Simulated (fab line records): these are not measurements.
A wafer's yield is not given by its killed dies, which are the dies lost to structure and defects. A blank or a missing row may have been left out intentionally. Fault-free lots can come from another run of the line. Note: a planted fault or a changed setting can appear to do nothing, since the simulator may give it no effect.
Which tool did it?    flow sky130    14 lots, 42 wafers sampled, at 2 steps of a route of 708

== WHAT THE GAUGES READ, wafer by wafer ==
SKY_CONTACT_THK_MEAS_01.
lot   measured      on             CONTACT_CVD_00_THK (nm)
L429  day 30 15:59  film metro-02  74.3 75.0 76.3
L430  day 31 01:55  film metro-03  76.0 76.4 76.0
L432  day 31 23:10  film metro-01  72.3 75.1 73.7
L435  day 32 23:08  film metro-01  74.3 74.4 74.8
L436  day 33 09:13  film metro-02  75.0 75.9 75.7
L438  day 34 02:16  film metro-01  73.9 74.8 74.5
L439  day 34 09:02  film metro-01  75.5 76.5 76.2
L440  day 34 20:35  film metro-01  75.0 75.5 75.8
L441  day 35 00:05  film metro-03  75.0 74.6 75.3
L445  day 36 05:48  film metro-03  74.1 74.9 76.5
L449  day 37 04:47  film metro-03  74.6 73.9 76.2
L450  day 37 10:04  film metro-02  73.7 74.8 75.2
L451  day 37 15:33  film metro-02  73.6 74.8 73.2
L452  day 38 06:43  film metro-03  75.7 77.3 76.6

SKY_CONTACT_THK_MEAS_03.
lot   measured      on             CONTACT_HDPCVD_THK (nm)
L429  day 30 16:07  film metro-01  569 561 558
L430  day 31 02:03  film metro-01  572 558 563
L432  day 31 23:18  film metro-01  556 560 572
L435  day 32 23:15  film metro-02  564 558 556
L436  day 33 09:20  film metro-01  567 574 573
L438  day 34 02:23  film metro-03  562 575 562
L439  day 34 09:10  film metro-03  569 560 579
L440  day 34 20:43  film metro-02  574 572 573
L441  day 35 00:13  film metro-02  563 582 565
L445  day 36 05:56  film metro-02  573 574 570
L449  day 37 04:55  film metro-01  566 551 550
L450  day 37 10:11  film metro-01  572 561 563
L451  day 37 15:41  film metro-03  566 562 563
L452  day 38 06:51  film metro-01  571 581 571

== EACH LOT AND THE TOOL THAT RAN IT (in order: tool; ch and the chambers of the sampled wafers; start) ==
There is no process step in the record ahead of these readings.

== WHAT THE TOOLS THEMSELVES READ (means of the sampled wafers that have a number; where no wafer has one, the mark that the record gives instead) ==
The record holds no such reading with a usual standard deviation.

== THE ANSWER, worked out from the rows above alone ==
Rule: usual is defined by the lots themselves. The widest of any qualifying gaps counts: lots, ordered by their means at a reading, are off when they make up no more than a third of the lots, leave a main group of 4 or more, and stand apart from it by 3 or more times the standard deviation of that group's means. If all means in a main group match to the digits the tables above print for the reading, that group is not used. A lot without any number at a reading at which 4 lots or more have one is off too. Any other lot the step has rows for is counted as sound. After the gauges, taken in route order, come the tools' own readings; for these a lot's mean is taken, as printed above. The first step at which some lot is off is used, and at that step the reading that is off furthest; a lot without a number counts as furthest.
Across all readings shown, no lot is off: no conclusion can be drawn from this.

== WHAT THE SIMULATOR HAD PUT IN ==
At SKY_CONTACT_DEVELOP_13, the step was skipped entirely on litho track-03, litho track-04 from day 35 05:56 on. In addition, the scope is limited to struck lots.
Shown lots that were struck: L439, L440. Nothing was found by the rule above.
